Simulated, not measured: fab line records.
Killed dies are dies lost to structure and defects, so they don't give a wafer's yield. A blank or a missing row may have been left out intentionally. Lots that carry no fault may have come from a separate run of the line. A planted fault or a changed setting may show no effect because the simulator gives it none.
fab line records	flow sky130
[record] lots = 13	wafers = 39	last_day = 50
route steps=708 shown SONOS_TUNNEL@162 POLY_GATE@229 LDD_LDN@301 SD_P@331
lots with no fault: from the same line, run without faults
start_h: hours from the record's first day to the start of the lot's first wafer shown	wait_h: hours since the lot's step before	" the same as in the row above	L1.1+2: a row that stands for several wafers	- no value, or no start given	* or withheld: withheld	< > ~ a bound
route shown NAME@n: NAME is a module with steps in the file, n the number in the route of the first one	usual: the fault-free wafers' mean and standard deviation	same: alike in all rows	chamber/n: place in a boat	sites: readings site by site	_std_site: the standard deviation of these	_edge_site: outer sites' mean less inner sites'	radius_mm: how far each site lies from the wafer's centre	mask NAME#n: copy n	behind: the tool/chamber that last shaped the wafer	hold: cause of the lot's hold/its duration in hours/its outcome	device: the transistor (n, p or np) that didn't switch	end of line: the same wafers' tests at the end of the route	where a step has no rows: the recipe by itself	killed: at the first sort, the dies lost to defects and structure; wafer yield is something else	map: a wafer's dies, marking killed ones x, the rest . and places with no die _
set.NAME: the setting that was run; set.NAME@STEP: the one run at that earlier step	model.NAME: the simulator's own value behind a step, which no gauge read
route steps across a sampled set of lots; one table per step, one row per wafer
services: from which hour (start_h, from the record's first day; less than 0 if before it) a tool's chamber was out of use, for how many hours, and why
[[steps]]
[step SKY_SONOS_TUNNEL_OVL_MEAS_08]
[usual] SONOS_TUNNEL_OVL = 0.1/1.5
lot.wafer	tool	chamber	start_h	wait_h	SONOS_TUNNEL_OVL[nm]
L627.1	overlay-01	-	257.36	0.1	3.2
L627.3	"	-	"	"	4.2
L627.6	"	-	"	"	2.1
L628.2	overlay-02	-	267.50	0.1	-0.3
L628.4	"	-	"	"	0.5
L628.5	"	-	"	"	0.9
L632.1	overlay-02	-	320.45	0.1	1.2
L632.2	"	-	"	"	1.7
L632.3	"	-	"	"	1.6
L636.2	overlay-01	-	335.91	0.1	-2.5
L636.3	"	-	"	"	-1.7
L636.6	"	-	"	"	-3.2
L640.3	overlay-02	-	372.56	0.1	0.4
L640.5	"	-	"	"	0.7
L640.6	"	-	"	"	0.2
L641.1	overlay-02	-	379.80	0.1	0.1
L641.2	"	-	"	"	0.5
L641.3	"	-	"	"	1.1
L642.1	overlay-01	-	385.80	0.1	-1.0
L642.2	"	-	"	"	-2.8
L642.5	"	-	"	"	-1.5
L644.2	overlay-02	-	401.21	0.1	1.2
L644.4	"	-	"	"	1.2
L644.5	"	-	"	"	2.3
L645.1	overlay-01	-	406.60	0.1	-0.6
L645.2	"	-	"	"	-0.9
L645.6	"	-	"	"	-0.1
L646.1	overlay-01	-	411.35	0.1	-0.9
L646.5	"	-	"	"	0.3
L646.6	"	-	"	"	0.3
L647.4	overlay-02	-	431.12	0.1	-1.0
L647.5	"	-	"	"	-1.1
L647.6	"	-	"	"	0.6
L648.1	overlay-01	-	436.35	0.1	0.2
L648.2	"	-	"	"	0.4
L648.4	"	-	"	"	1.1
L649.4	overlay-02	-	438.77	0.1	0.9
L649.5	"	-	"	"	2.8
L649.6	"	-	"	"	2.3
[step SKY_POLY_GATE_ETCH_15]
[recipe] chemistry = N2/H2	target = BARC	ion_energy_ev = 200	source_w = 500	bias_w = 100	pressure_mtorr = 30	n2_flow_sccm = 100	h2_flow_sccm = 200	stop_on = SiO2	time_s = 118.5	target_depth_a = 1100
[usual] drypump_motor_current_A = 5.7/0.58	oes_product_au = 0.717/0.0042	throttle_valve_pct = 13.213/0.0087
lot.wafer	tool	chamber	start_h	wait_h	drypump_motor_current_A	oes_product_au	rf_hours_counter_h	throttle_valve_pct
L627.1	rie_diel-02	2	380.19	0.0	5.5	0.712	6	13.211
L627.3	"	1	"	"	5.5	0.709	93	13.220
L627.6	"	2	"	"	5.5	0.715	-	13.205
L628.2	rie_diel-04	0	388.64	0.0	5.0	0.719	43	13.216
L628.4	"	3	"	"	5.2	0.712	6	13.228
L628.5	"	3	"	"	5.2	0.711	-	13.208
L632.1	rie_diel-03	1	451.49	0.0	5.4	0.719	100	13.221
L632.2	"	3	"	"	5.2	0.708	27	13.219
L632.3	"	0	"	"	6.3	0.713	12	13.229
L636.2	rie_diel-03	2	476.84	0.0	5.1	0.716	2	13.216
L636.3	"	3	"	"	5.2	0.722	28	13.212
L636.6	"	2	"	"	5.1	0.718	-	13.202
L641.1	rie_diel-03	0	513.79	0.0	6.3	0.717	13	13.225
L641.2	"	2	"	"	5.1	0.718	3	13.223
L641.3	"	1	"	"	5.4	0.716	0	13.216
L640.3	rie_diel-04	0	518.04	0.0	5.1	0.720	46	13.223
L640.5	"	2	"	"	5.0	0.714	-	13.230
L640.6	"	1	"	"	6.3	0.717	-	13.213
L642.1	rie_diel-02	1	521.29	0.0	5.6	0.714	0	13.201
L642.2	"	0	"	"	6.3	0.726	6	13.211
L642.5	"	2	"	"	5.5	0.720	-	13.219
L644.2	rie_diel-02	1	537.24	0.0	5.6	0.712	1	13.211
L644.4	"	1	"	"	5.6	0.715	-	13.242
L644.5	"	0	"	"	6.3	0.721	-	13.220
L645.1	rie_diel-02	0	539.59	0.0	6.3	0.710	7	13.217
L645.2	"	1	"	"	5.6	0.718	1	13.194
L645.6	"	2	"	"	5.5	0.718	-	13.207
L646.1	rie_diel-04	3	545.99	0.0	5.2	0.709	9	13.216
L646.5	"	3	"	"	5.2	0.711	-	13.231
L646.6	"	2	"	"	5.0	0.710	-	13.204
L647.4	rie_diel-02	2	566.79	0.0	5.5	0.723	10	13.219
L647.5	"	2	"	"	5.5	0.715	-	13.209
L647.6	"	3	"	"	6.8	0.718	-	13.217
L648.1	rie_diel-03	1	569.39	0.0	5.4	0.716	1	13.194
L648.2	"	2	"	"	5.1	0.724	4	13.212
L648.4	"	3	"	"	5.2	0.716	30	13.197
L649.4	rie_diel-02	0	571.79	0.0	6.3	0.720	7	13.218
L649.5	"	0	"	"	6.3	0.718	-	13.211
L649.6	"	3	"	"	6.8	0.716	-	13.217
[step SKY_LDD_LDN_STRIP_12]
[recipe] chemistry = O2/N2	power_w = 1400	pressure_mtorr = 1500	platen_temp_c = withheld	o2_flow_sccm = 3000	n2_flow_sccm = 300	overash_fraction = 0.5
[usual] drypump_motor_current_A = 5.65/0.22	oes_product_au = 0.715/0.004	strip_time_to_endpoint_s = 14.17/0.037
lot.wafer	tool	chamber	start_h	wait_h	drypump_motor_current_A	oes_product_au	rf_hours_counter_h	strip_time_to_endpoint_s
L627.1	plasma_asher-04	0	542.72	0.1	5.70	0.710	42	14.13
L627.3	"	0	"	"	5.69	0.721	-	14.16
L627.6	"	0	"	"	5.72	0.715	-	14.17
L628.2	plasma_asher-04	0	546.21	0.1	5.68	0.718	43	14.17
L628.4	"	1	"	"	5.28	0.713	-	14.19
L628.5	"	0	"	"	5.70	0.722	-	14.21
L632.1	plasma_asher-02	1	606.31	0.1	5.72	0.938	87	-
L632.2	"	0	"	"	5.89	0.940	87	-
L632.3	"	0	"	"	5.90	0.938	-	-
L636.2	plasma_asher-04	0	629.56	0.1	5.70	0.716	51	14.17
L636.3	"	0	"	"	5.70	0.715	-	14.21
L636.6	"	1	"	"	5.31	0.712	-	14.20
L641.1	plasma_asher-02	0	664.31	0.1	5.91	0.716	93	14.14
L641.2	"	1	"	"	5.74	0.715	93	14.15
L641.3	"	1	"	"	5.74	0.718	-	14.15
L640.3	plasma_asher-04	1	669.99	0.1	5.28	0.716	-	14.12
L640.5	"	1	"	"	5.30	0.712	-	14.17
L640.6	"	0	"	"	5.68	0.721	-	14.17
L642.1	plasma_asher-02	1	670.86	0.1	5.71	0.709	94	14.17
L642.2	"	0	"	"	5.89	0.712	94	14.15
L642.5	"	0	"	"	5.89	0.714	-	14.17
L644.2	plasma_asher-02	0	685.61	0.1	5.90	0.718	95	14.21
L644.4	"	1	"	"	5.72	0.716	-	14.23
L644.5	"	0	"	"	5.88	0.717	-	14.19
L645.1	plasma_asher-04	1	687.77	0.1	5.29	0.720	56	14.14
L645.2	"	0	"	"	5.73	0.714	56	14.19
L645.6	"	1	"	"	5.31	0.712	-	14.15
L646.1	plasma_asher-02	1	693.97	0.1	5.74	0.710	96	14.12
L646.5	"	0	"	"	5.90	0.712	-	14.15
L646.6	"	1	"	"	5.74	0.710	-	14.14
L647.4	plasma_asher-04	1	713.99	0.1	5.31	0.719	-	14.14
L647.5	"	0	"	"	5.69	0.717	-	14.19
L647.6	"	1	"	"	5.31	0.719	-	14.17
L648.1	plasma_asher-02	0	715.72	0.1	5.90	0.723	99	14.16
L648.2	"	1	"	"	5.73	0.712	99	14.13
L648.4	"	1	"	"	5.74	0.718	-	14.18
L649.4	plasma_asher-03	1	718.64	0.1	5.84	0.713	-	14.19
L649.5	"	1	"	"	5.85	0.716	-	14.13
L649.6	"	0	"	"	5.47	0.718	-	14.12
[step SKY_SD_P_TW_MEAS_11]
[usual] SD_P_TW = 2831/22
lot.wafer	tool	chamber	start_h	wait_h	SD_P_TW
L627.1	film_metro-02	-	603.38	0.1	2803
L627.3	"	-	"	"	2807
L627.6	"	-	"	"	2801
L628.2	film_metro-04	-	609.24	0.1	2833
L628.4	"	-	"	"	2849
L628.5	"	-	"	"	2856
L636.2	film_metro-03	-	691.04	0.1	2807
L636.3	"	-	"	"	2796
L636.6	"	-	"	"	2809
L641.1	film_metro-03	-	723.38	0.1	2833
L641.2	"	-	"	"	2849
L641.3	"	-	"	"	2839
L640.3	film_metro-03	-	727.80	0.1	2821
L640.5	"	-	"	"	2838
L640.6	"	-	"	"	2837
L642.1	film_metro-04	-	731.13	0.1	2854
L642.2	"	-	"	"	2851
L642.5	"	-	"	"	2850
L644.2	film_metro-02	-	743.80	0.1	2832
L644.4	"	-	"	"	2823
L644.5	"	-	"	"	2810
L645.1	film_metro-02	-	745.68	0.1	2805
L645.2	"	-	"	"	2784
L645.6	"	-	"	"	2817
L646.1	film_metro-04	-	752.69	0.1	2864
L646.5	"	-	"	"	2864
L646.6	"	-	"	"	2874
L647.4	film_metro-02	-	772.27	0.1	2805
L647.5	"	-	"	"	2815
L647.6	"	-	"	"	2789
L648.1	film_metro-04	-	774.58	0.1	2855
L648.2	"	-	"	"	2860
L648.4	"	-	"	"	2843
L649.4	film_metro-02	-	775.26	0.1	2806
L649.5	"	-	"	"	2805
L649.6	"	-	"	"	2789
[[services]]
tool	chamber	start_h	hours	kind
rie_diel-04	2	369.39	3.5	repair
plasma_asher-02	-	396.30	31.3	pm
plasma_asher-03	-	421.25	9.0	pm
rie_diel-03	-	422.04	0.5	repair
plasma_asher-04	-	427.30	2.5	repair
rie_diel-04	1	431.75	2.6	repair
plasma_asher-02	-	460.99	2.3	repair
rie_diel-03	3	474.25	2.3	repair
rie_diel-02	3	475.34	3.1	repair
rie_diel-04	1	478.60	14.3	repair
rie_diel-02	1	490.09	-	clean
plasma_asher-03	-	491.72	5.3	repair
rie_diel-02	-	514.84	1.1	repair
rie_diel-02	-	522.40	1.0	repair
rie_diel-02	3	526.44	21.2	repair
rie_diel-03	-	550.44	2.8	pm
rie_diel-04	-	559.06	2.8	pm
rie_diel-02	3	572.56	4.1	repair
rie_diel-03	0	610.19	7.1	repair
plasma_asher-02	-	617.32	0.7	repair
rie_diel-04	2	645.78	6.6	repair
rie_diel-03	2	679.96	5.7	repair
plasma_asher-04	-	683.79	3.6	repair
plasma_asher-03	-	692.89	1.5	repair
[[key]]
[first_sign] step = SKY_LDD_LDN_STRIP_12	reading = oes_product_au	direction = up	sigmas = 56	usual = 0.715	struck = 0.939
effect none on later readings
met_at SKY_LDD_LDN_STRIP_12
struck_lots L632
later_rows_left_out L632.1,L632.2,L632.3
sort_left_out L632.1,L632.2,L632.3
tester_left_out L632
not_acting_at SKY_SONOS_TUNNEL_OVL_MEAS_08,SKY_POLY_GATE_ETCH_15,SKY_SD_P_TW_MEAS_11
[fault] kind = strip_aborted	tool = plasma_asher-02	chamber = -	onset_h = 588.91	steps = SKY_LDD_LDN_STRIP_12	offset = 0.56714	end_h = 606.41
// tester_left_out: of these lots the tester's yield and bins aren't shown, on N5 and GAA mostly nor the transistor test; their killed dies are dies lost to structure and defects alone, not to doping, threshold or leakage, so they don't give the yield
// sort_left_out: the simulated sort isn't trusted on such a fault, so these wafers' sort isn't shown, and their yield isn't known
// later_rows_left_out: the simulator's readings of these wafers behind a module that went badly wrong aren't trusted and aren't shown, but for the sort
